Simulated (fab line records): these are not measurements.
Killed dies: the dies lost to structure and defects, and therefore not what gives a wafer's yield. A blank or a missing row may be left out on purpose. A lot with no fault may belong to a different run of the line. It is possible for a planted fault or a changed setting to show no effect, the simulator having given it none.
Chamber matching    flow sky130    SKY_PASSIVATION_CVD_00 on pecvd-01: 3 sister chambers
The step deposits SiO2, target thk 90 nm. 20 wafers are shown with their chamber, then 10 later ones without.

## EACH WAFER AND ITS CHAMBER
wafer   chamber  heater power w (W)
L075.2  1        558
L075.3  0        574
L075.4  2        592
L080.3  2        606
L080.5  1        543
L080.6  0        586
L081.2  0        581
L081.5  1        588
L081.6  2        637
L084.1  2        607
L084.2  1        547
L084.3  0        601
L084.4  1        547
L084.5  2        597
L084.6  0        598
L090.1  0        610
L090.2  2        620
L090.3  1        602
L090.4  2        612
L090.5  0        620

SIGNATURES (means of the wafers above)
reading         chamber 0  chamber 1  chamber 2  scatter within a chamber
heater power w  595.71     564.17     610.14     18.8
Rule: distance of a wafer from a chamber = root of the sum over the readings of ((wafer's reading minus chamber's mean) / reading's scatter) squared. If the next closest chamber is less than 2 further off than the closest, the wafer can't be placed; otherwise it belongs to the closest. The scatter: the root of (the sum of the squares of (reading less its chamber's mean) over the shown wafers, divided by (wafers less chambers)).

## WAFERS WHOSE CHAMBER IS MISSING
wafer   heater power w (W)
L090.6  603
L094.3  569
L094.4  569
L094.6  540
L095.1  597
L095.2  549
L095.3  546
L095.4  559
L095.5  616
L095.6  536

## WHICH CHAMBER EACH WENT THROUGH
wafer   from the rows above           in truth
L090.6  can't be placed: 2 or 0 or 1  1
L094.3  can't be placed: 1 or 0 or 2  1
L094.4  can't be placed: 1 or 0 or 2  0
L094.6  can't be placed: 1 or 0       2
L095.1  can't be placed: 0 or 2 or 1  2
L095.2  can't be placed: 1 or 0       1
L095.3  can't be placed: 1 or 0       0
L095.4  can't be placed: 1 or 0       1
L095.5  can't be placed: 2 or 0       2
L095.6  can't be placed: 1 or 0       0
0 of 10 placed correctly. Unplaceable from these rows: 10, with the true chamber sitting among the candidates in 9. Placed wrongly: 0.
